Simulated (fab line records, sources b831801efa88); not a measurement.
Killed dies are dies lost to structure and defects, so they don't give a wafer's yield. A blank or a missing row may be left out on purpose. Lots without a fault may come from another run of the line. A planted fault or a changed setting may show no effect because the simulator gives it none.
Tool commonality check | flow sky130 | 13 lots, 39 wafers sampled

WHY IT WAS OPENED
At SKY_RES_XHIGH_TW_MEAS_09 the reading RES_XHIGH_TW is flagged on 4 of 13 lots. Wafers without a fault read 1627, standard deviation 7.6.
Rule: a lot is flagged when every wafer of it that has a number lies more than 4 standard deviations from that mean, or none has a number. The other lots count as sound.

lot  | measured     | on            | RES_XHIGH_TW, wafer by wafer | flag
L536 | day 24 09:58 | film_metro-04 | 1626 1633 1624               |
L537 | day 24 10:19 | film_metro-01 | 1636 1626 1634               |
L538 | day 24 10:37 | film_metro-02 | 1623 1636 1647               |
L539 | day 24 13:01 | film_metro-02 | 1631 1631 1635               |
L542 | day 25 14:46 | film_metro-02 | 1623 1623 1618               |
L541 | day 25 16:22 | film_metro-04 | 1622 1631 1623               |
L543 | day 26 04:04 | film_metro-04 | 1633 1627 1634               |
L544 | day 26 14:13 | film_metro-02 | 1633 1630 1630               |
L547 | day 27 01:11 | film_metro-01 | 1637 1635 1625               |
L548 | day 27 08:52 | film_metro-01 | 1058 1057 1053               | FLAGGED
L549 | day 27 16:52 | film_metro-04 | 1057 1052 1051               | FLAGGED
L550 | day 27 18:46 | film_metro-02 | 1054 1060 1057               | FLAGGED
L551 | day 28 08:19 | film_metro-04 | 1057 1062 1056               | FLAGGED
The numbers of the flagged lots are 1056 on average: -571 against the usual, or -75 standard deviations.

WHICH TOOL RAN EACH LOT
The record holds 1 process step before the reading, out of a route of 708 steps. In each cell: the tool, then ch and the chambers that the sampled wafers went through, then the start.
lot  | flag    | SKY_RES_XHIGH_IMPLANT_07
L536 |         | implanter-03 ch 0, day 24 09:43
L537 |         | implanter-01 ch 0, day 24 10:04
L538 |         | implanter-04 ch 0, day 24 10:22
L539 |         | implanter-01 ch 0, day 24 12:46
L542 |         | implanter-01 ch 0, day 25 14:07
L541 |         | implanter-01 ch 0, day 25 16:05
L543 |         | implanter-04 ch 0, day 26 03:50
L544 |         | implanter-04 ch 0, day 26 13:59
L547 |         | implanter-01 ch 0, day 27 00:56
L548 | FLAGGED | implanter-04 ch 0, day 27 08:38
L549 | FLAGGED | implanter-04 ch 0, day 27 16:37
L550 | FLAGGED | implanter-01 ch 0, day 27 18:31
L551 | FLAGGED | implanter-04 ch 0, day 28 08:04
What these steps do:
- SKY_RES_XHIGH_IMPLANT_07
- SKY_RES_XHIGH_TW_MEAS_09

FLAGGED OVER TOTAL, TOOL BY TOOL (the gauges that took the reading come last)
step                     | tool          | lots run | flagged | share of the flagged lots | sound lots run after its first flagged lot
SKY_RES_XHIGH_IMPLANT_07 | implanter-01  | 6        | 1       | some                      | 0
SKY_RES_XHIGH_IMPLANT_07 | implanter-03  | 1        | 0       | none                      | -
SKY_RES_XHIGH_IMPLANT_07 | implanter-04  | 6        | 3       | some                      | 0
SKY_RES_XHIGH_TW_MEAS_09 | film_metro-01 | 3        | 1       | some                      | 0
SKY_RES_XHIGH_TW_MEAS_09 | film_metro-02 | 5        | 1       | some                      | 0
SKY_RES_XHIGH_TW_MEAS_09 | film_metro-04 | 5        | 2       | some                      | 0

WHAT THE TABLE ALLOWS
No row of the table ran every flagged lot.

WHAT THE SIMULATOR HAD PUT IN
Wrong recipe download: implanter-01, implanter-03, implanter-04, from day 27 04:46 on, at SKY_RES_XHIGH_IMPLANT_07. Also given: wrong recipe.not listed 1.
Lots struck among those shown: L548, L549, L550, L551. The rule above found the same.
